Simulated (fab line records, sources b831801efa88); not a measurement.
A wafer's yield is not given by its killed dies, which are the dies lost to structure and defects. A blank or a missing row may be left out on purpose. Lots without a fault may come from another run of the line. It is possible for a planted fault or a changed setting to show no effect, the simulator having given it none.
Which tool is to blame? / flow gf180mcu / 12 lots, 33 wafers sampled, at 4 steps of a route of 602

## WHAT THE GAUGES READ, wafer by wafer
GF_HV_LDD_TW_MEAS_11. Usual: HV_LDD_TW gives 2407 (standard deviation 17).
lot=L234; measured=day 9 20:07; on=film-metro-04; HV_LDD_TW=2396 2402 2409; flag=
lot=L235; measured=day 10 07:50; on=film-metro-01; HV_LDD_TW=2424 2429 2424; flag=
lot=L237; measured=day 10 19:27; on=film-metro-01; HV_LDD_TW=2426 2425 2433; flag=
lot=L238; measured=day 11 06:57; on=film-metro-01; HV_LDD_TW=2396 2411 2421; flag=
lot=L239; measured=day 11 15:12; on=film-metro-04; HV_LDD_TW=2376 2389 2395; flag=
lot=L242; measured=day 12 13:04; on=film-metro-03; HV_LDD_TW=2438 2426 2427; flag=
lot=L245; measured=day 13 08:34; on=film-metro-03; HV_LDD_TW=2282 2423 2285 2414; flag=OFF
lot=L246; measured=day 13 13:31; on=film-metro-03; HV_LDD_TW=2289 2275 2292 2295; flag=OFF
lot=L248; measured=day 14 10:46; on=film-metro-01; HV_LDD_TW=2281 2414 2281 2411; flag=OFF
lot=L252; measured=day 15 22:42; on=film-metro-01; HV_LDD_TW=2390 2389 2392; flag=
lot=L253; measured=day 16 06:17; on=film-metro-01; HV_LDD_TW=2424 2414 2420; flag=
lot=L256; measured=day 17 00:28; on=film-metro-03; HV_LDD_TW=2420 2413 2414; flag=

GF_HV_LDD_TW_MEAS_23. Usual: HV_LDD_2_TW gives 1052 (standard deviation 6.9).
lot=L234; measured=day 10 14:17; on=film-metro-03; HV_LDD_2_TW=1062 1062 1059; flag=
lot=L235; measured=day 11 01:49; on=film-metro-04; HV_LDD_2_TW=1051 1047 1051; flag=
lot=L237; measured=day 11 14:22; on=film-metro-01; HV_LDD_2_TW=1049 1051 1050; flag=
lot=L238; measured=day 12 01:19; on=film-metro-01; HV_LDD_2_TW=1049 1053 1051; flag=
lot=L239; measured=day 12 11:13; on=film-metro-04; HV_LDD_2_TW=1042 1050 1043; flag=
lot=L242; measured=day 13 09:04; on=film-metro-03; HV_LDD_2_TW=1053 1054 1058; flag=
lot=L245; measured=day 14 05:31; on=film-metro-03; HV_LDD_2_TW=1055 1058; flag=
lot=L246; measured=day 14 11:04; on=film-metro-01; HV_LDD_2_TW=1053 1052; flag=
lot=L248; measured=day 15 08:18; on=film-metro-01; HV_LDD_2_TW=1038 1047; flag=
lot=L252; measured=day 16 20:49; on=film-metro-04; HV_LDD_2_TW=1051 1048 1050; flag=
lot=L253; measured=day 17 04:23; on=film-metro-04; HV_LDD_2_TW=1043 1044 1043; flag=
lot=L256; measured=day 17 23:34; on=film-metro-04; HV_LDD_2_TW=1044 1042 1036; flag=

GF_HV_LDD_RS_MEAS_53: a four-point-probe measurement. Usual: HV_LDD_RS gives 418.7 ohm/sq (standard deviation 0.97).
lot=L234; measured=day 12 04:49; on=film-metro-03; HV_LDD_RS (ohm/sq)=418.7 418.6 418.6; flag=
lot=L235; measured=day 12 18:31; on=film-metro-04; HV_LDD_RS (ohm/sq)=419.9 419.5 420.2; flag=
lot=L237; measured=day 13 07:20; on=film-metro-01; HV_LDD_RS (ohm/sq)=420.0 419.6 419.1; flag=
lot=L238; measured=day 13 18:31; on=film-metro-04; HV_LDD_RS (ohm/sq)=418.8 418.9 420.3; flag=
lot=L239; measured=day 14 05:33; on=film-metro-04; HV_LDD_RS (ohm/sq)=418.4 418.2 416.7; flag=
lot=L242; measured=day 15 04:04; on=film-metro-03; HV_LDD_RS (ohm/sq)=418.8 419.2 418.7; flag=
lot=L245; measured=day 16 01:44; on=film-metro-03; HV_LDD_RS (ohm/sq)=456.5 418.0 456.4 417.7; flag=OFF
lot=L246; measured=day 16 06:57; on=film-metro-04; HV_LDD_RS (ohm/sq)=455.0 455.6 455.3 456.1; flag=OFF
lot=L248; measured=day 17 05:05; on=film-metro-03; HV_LDD_RS (ohm/sq)=455.8 418.7 456.3 418.1; flag=OFF
lot=L252; measured=day 18 20:38; on=film-metro-01; HV_LDD_RS (ohm/sq)=416.1 417.8 417.5; flag=
lot=L253; measured=day 19 02:53; on=film-metro-03; HV_LDD_RS (ohm/sq)=419.3 418.3 418.3; flag=
lot=L256; measured=day 20 00:36; on=film-metro-04; HV_LDD_RS (ohm/sq)=418.9 419.0 419.3; flag=

## WHICH TOOL RAN EACH LOT (tool, then ch and the chambers of the sampled wafers, then the start)
lot=L234; GF_HV_LDD_IMPLANT_09=implanter-03 ch 0, day 9 19:54
lot=L235; GF_HV_LDD_IMPLANT_09=implanter-03 ch 0, day 10 07:35
lot=L237; GF_HV_LDD_IMPLANT_09=implanter-04 ch 0, day 10 19:12
lot=L238; GF_HV_LDD_IMPLANT_09=implanter-03 ch 0, day 11 06:42
lot=L239; GF_HV_LDD_IMPLANT_09=implanter-04 ch 0, day 11 14:57
lot=L242; GF_HV_LDD_IMPLANT_09=implanter-04 ch 0, day 12 12:49
lot=L245; GF_HV_LDD_IMPLANT_09=implanter-04 ch 0, day 13 08:20
lot=L246; GF_HV_LDD_IMPLANT_09=implanter-04 ch 0, day 13 13:16
lot=L248; GF_HV_LDD_IMPLANT_09=implanter-04 ch 0, day 14 10:31
lot=L252; GF_HV_LDD_IMPLANT_09=implanter-03 ch 0, day 15 22:27
lot=L253; GF_HV_LDD_IMPLANT_09=implanter-03 ch 0, day 16 06:04
lot=L256; GF_HV_LDD_IMPLANT_09=implanter-03 ch 0, day 17 00:13
- GF_HV_LDD_IMPLANT_09

## AS READ BY THE TOOLS THEMSELVES (means over the sampled wafers that have a number; for cases with no such wafer, the mark the record gives instead)
GF_HV_LDD_IMPLANT_09. Usual: beam-on-s 10.00 s, standard deviation 0.2; faraday-current-uA 563, standard deviation 11; tilt-deg 6.992 degrees, standard deviation 0.022.
lot=L234; tool=implanter-03; beam-on-s (s)=9.83; faraday-current-uA=572; tilt-deg (degrees)=6.999; flag=
lot=L235; tool=implanter-03; beam-on-s (s)=9.91; faraday-current-uA=567; tilt-deg (degrees)=6.973; flag=
lot=L237; tool=implanter-04; beam-on-s (s)=10.33; faraday-current-uA=545; tilt-deg (degrees)=6.980; flag=
lot=L238; tool=implanter-03; beam-on-s (s)=9.96; faraday-current-uA=566; tilt-deg (degrees)=6.999; flag=
lot=L239; tool=implanter-04; beam-on-s (s)=10.07; faraday-current-uA=560; tilt-deg (degrees)=6.987; flag=
lot=L242; tool=implanter-04; beam-on-s (s)=9.96; faraday-current-uA=565; tilt-deg (degrees)=6.988; flag=
lot=L245; tool=implanter-04; beam-on-s (s)=8.97; faraday-current-uA=630; tilt-deg (degrees)=7.002; flag=OFF
lot=L246; tool=implanter-04; beam-on-s (s)=8.17; faraday-current-uA=689; tilt-deg (degrees)=6.983; flag=OFF
lot=L248; tool=implanter-04; beam-on-s (s)=9.19; faraday-current-uA=617; tilt-deg (degrees)=7.016; flag=OFF
lot=L252; tool=implanter-03; beam-on-s (s)=9.91; faraday-current-uA=569; tilt-deg (degrees)=7.001; flag=
lot=L253; tool=implanter-03; beam-on-s (s)=9.98; faraday-current-uA=564; tilt-deg (degrees)=7.027; flag=
lot=L256; tool=implanter-03; beam-on-s (s)=9.87; faraday-current-uA=572; tilt-deg (degrees)=6.960; flag=

## THE ANSWER, worked out from the rows above alone
Rule: a lot counts as off when the mean over its wafers that have a number is more than 3 standard deviations away from the usual mean. A lot without any number at a reading at which 4 lots or more have one is off too. Where the step has rows for the other lots, those lots are counted as sound. Order of review: gauges by route order, followed by the tools' own readings, for which a lot's mean as printed above is used. The first step at which some lot is off is used, and at that step the reading that is off furthest; a lot without a number counts as furthest.
Off: at GF_HV_LDD_TW_MEAS_11 (HV_LDD_TW), L245, L246, L248.
A tool fits if, at a process step before that reading, it ran every lot that is off, and no sound lot after the first of them. The gauges at GF_HV_LDD_TW_MEAS_11 aren't tried: what is off there is off at GF_HV_LDD_IMPLANT_09 too, on other tools, and a gauge's error can't cause that. One fits: GF_HV_LDD_IMPLANT_09 on implanter-04. Its last sound lot is L242 (day 12 12:49), its first lot that is off L245 (day 13 08:20): a fault that began between those two fits.
The tool's own readings at GF_HV_LDD_IMPLANT_09 bear it out: on the lots that are off they differ by more than 5 times the standard deviation of the sound lots' means. beam-on-s reads 8.78 s there against 9.98 s on the sound lots; faraday-current-uA reads 645 there against 564 on the sound lots.

## WHAT THE SIMULATOR PUT IN
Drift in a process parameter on implanter-04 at GF_HV_LDD_IMPLANT_09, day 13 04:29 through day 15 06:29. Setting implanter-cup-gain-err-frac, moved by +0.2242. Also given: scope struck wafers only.
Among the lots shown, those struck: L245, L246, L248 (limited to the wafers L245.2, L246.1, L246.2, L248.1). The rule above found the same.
